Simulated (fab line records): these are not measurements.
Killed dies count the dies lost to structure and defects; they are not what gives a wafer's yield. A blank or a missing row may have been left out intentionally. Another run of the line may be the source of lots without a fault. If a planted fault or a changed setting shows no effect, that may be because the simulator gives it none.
What tool caused it? -- flow gf180mcu -- 6 lots, 18 wafers sampled, at 3 steps of a route of 602

== WHAT THE GAUGES SHOWED, per wafer ==
GF_NWELL_TW_MEAS_11.
lot,measured,on,NWELL_TW
L950,day 3 14:11,filmMetro-04,1559 1559 1557
L952,day 3 23:47,filmMetro-02,1554 1562 1553
L954,day 4 09:26,filmMetro-02,1568 1566 1570
L956,day 4 21:44,filmMetro-01,1561 1561 1572
L958,day 5 08:22,filmMetro-01,1913 1906 1904
L969,day 7 21:25,filmMetro-02,1905 1917 1918

== TOOL THAT RAN EACH LOT (tool first, then ch and the chambers of the sampled wafers, then the start) ==
lot,GF_STI_ETCH_13,GF_NWELL_IMPLANT_08
L950,"rieDiel-02 ch 1,2, day 2 07:52","implanter-04 ch 0, day 3 13:48"
L952,"rieDiel-03 ch 0,1,2, day 2 16:04","implanter-02 ch 0, day 3 23:23"
L954,"rieDiel-01 ch 1,3, day 3 02:43","implanter-02 ch 0, day 4 09:02"
L956,"rieDiel-01 ch 1,2,3, day 3 14:13","implanter-01 ch 0, day 4 21:20"
L958,"rieDiel-02 ch 1,3, day 4 00:01","implanter-01 ch 0, day 5 07:40"
L969,"rieDiel-02 ch 2,3, day 6 09:25","implanter-01 ch 0, day 7 20:43"
- GF_STI_ETCH_13: etches the open film in CHF3/O2, stops on Si, target depth 282.31 nm, time 112.9 s.
- GF_NWELL_IMPLANT_08

== THE ANSWER, worked out from the rows above alone ==
Rule: the lots themselves supply what counts as usual. Put in order of their means at a reading, lots are off if they are a third of the lots or fewer, leave a main group of 4 or more, and stand apart from it by a gap of 3 or more times the standard deviation of the main group's means; of several such gaps the widest counts. If all means in a main group match to the digits the tables above print for the reading, that group is not used. A lot without any number at a reading at which 4 lots or more have one is off too. Where the step has rows for the other lots, those lots are counted as sound.
Off: L958, L969, seen at GF_NWELL_TW_MEAS_11 (NWELL_TW). The main group has a mean of 1562 with a standard deviation of 4.7.
If a tool, at a process step before that reading, ran all the lots that are off and no sound lot after the first of them, it fits. Gauges at GF_NWELL_TW_MEAS_11: tried the same way as those tools. 2 tools fit, rieDiel-02 at GF_STI_ETCH_13 and implanter-01 at GF_NWELL_IMPLANT_08, so this cannot tell which one it is.

== WHAT HAD BEEN PUT IN BY THE SIMULATOR ==
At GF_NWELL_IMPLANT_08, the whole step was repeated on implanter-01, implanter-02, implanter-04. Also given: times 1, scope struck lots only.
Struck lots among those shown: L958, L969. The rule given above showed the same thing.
